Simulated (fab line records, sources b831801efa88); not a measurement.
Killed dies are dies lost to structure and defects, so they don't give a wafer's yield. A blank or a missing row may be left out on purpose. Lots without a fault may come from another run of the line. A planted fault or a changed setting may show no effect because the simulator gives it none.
One fault seen from 2 desks | flow gf180mcu | each desk has only its own numbers; what lay behind them comes last

THE METROLOGY DESK
What the gauges read, lot by lot, whatever tool the lot ran on: means of the sampled wafers that have a number. A lot is out of limits, marked OUT, if its mean lies more than 4 standard deviations from the usual mean; the brackets give that distance.
Columns: A = V4_W_RS at GF_V4_RS_MEAS_24, usual 0.329 ohm/sq; B = V4_W_THK at GF_V4_THK_MEAS_25, usual 348 nm; C = MIM_CVD_05_THK at GF_MIM_THK_MEAS_06, usual 41.9 nm; D = MIM_ALCU_RS at GF_MIM_RS_MEAS_10, usual 0.1596 ohm/sq; E = MIM_ALCU_THK at GF_MIM_THK_MEAS_11, usual 202.2 nm
lot  | first seen here | A     | B   | C    | D      | E
L480 | day 25 15:16    | 0.327 | 349 | 41.6 | 0.1607 | 201.5
L485 | day 27 12:35    | 0.325 | 346 | 43.6 | 0.1584 | 201.8
L490 | day 28 21:11    | 0.335 | 339 | 42.2 | 0.1634 | 200.6
L494 | day 30 06:23    | 0.327 | 356 | 41.8 | 0.1635 | 197.9
L496 | day 30 21:06    | 0.331 | 351 | 41.9 | 0.1598 | 201.2
L499 | day 31 09:28    | 0.329 | 343 | 42.1 | 0.1569 | 203.9
This desk's finding: nothing out of limits on any of the 6 lots.

THE TOOL OWNER'S DESK: pvd_sputter-04
The tool's own readings at GF_MIM_SPUTTER_08 (material AlCu, target thk 200 nm, time 10.6 s): means of the sampled wafers that have a number, for each lot that ran on this tool. A lot is out of limits, marked OUT, if its mean lies more than 4 standard deviations from the usual mean; the brackets give that distance.
Columns: A = cathode_dc_power_W at GF_MIM_SPUTTER_08, usual 10600 W; B = chamber_pressure_pa at GF_MIM_SPUTTER_08, usual 0.4000 Pa; C = throttle_valve_pct at GF_MIM_SPUTTER_08, usual 30.1 %
lot  | first seen here | A     | B                | C
L485 | day 27 13:22    | 10600 | 0.3999           | 30.7
L490 | day 28 21:59    | 10599 | 0.4504 (+64) OUT | 28.6
L494 | day 30 07:14    | 10598 | 0.4507 (+64) OUT | 28.6
This desk's finding: out of limits on L490, L494; first on L490, day 28 21:59 (chamber_pressure_pa at GF_MIM_SPUTTER_08). In limits: L485.

PUT TOGETHER
The tool owner's desk could have raised an alarm at day 28 21:59, on L490, L494.
The metrology desk saw nothing out of limits.
The metrology desk has L490, L494 on record, within its limits.
Of the lots named, all ran GF_MIM_SPUTTER_08 on pvd_sputter-04.

WHAT THE SIMULATOR HAD PUT IN
Process parameter drift: pvd_sputter-04, from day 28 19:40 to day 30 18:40, at GF_MIM_SPUTTER_08. Setting chamber_pressure_pa, moved by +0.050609, from 0.4. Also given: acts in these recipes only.
Lots struck among those shown: L490, L494.
Hours from the fault's start to each desk's first reading out of limits: the tool owner's desk, 2.
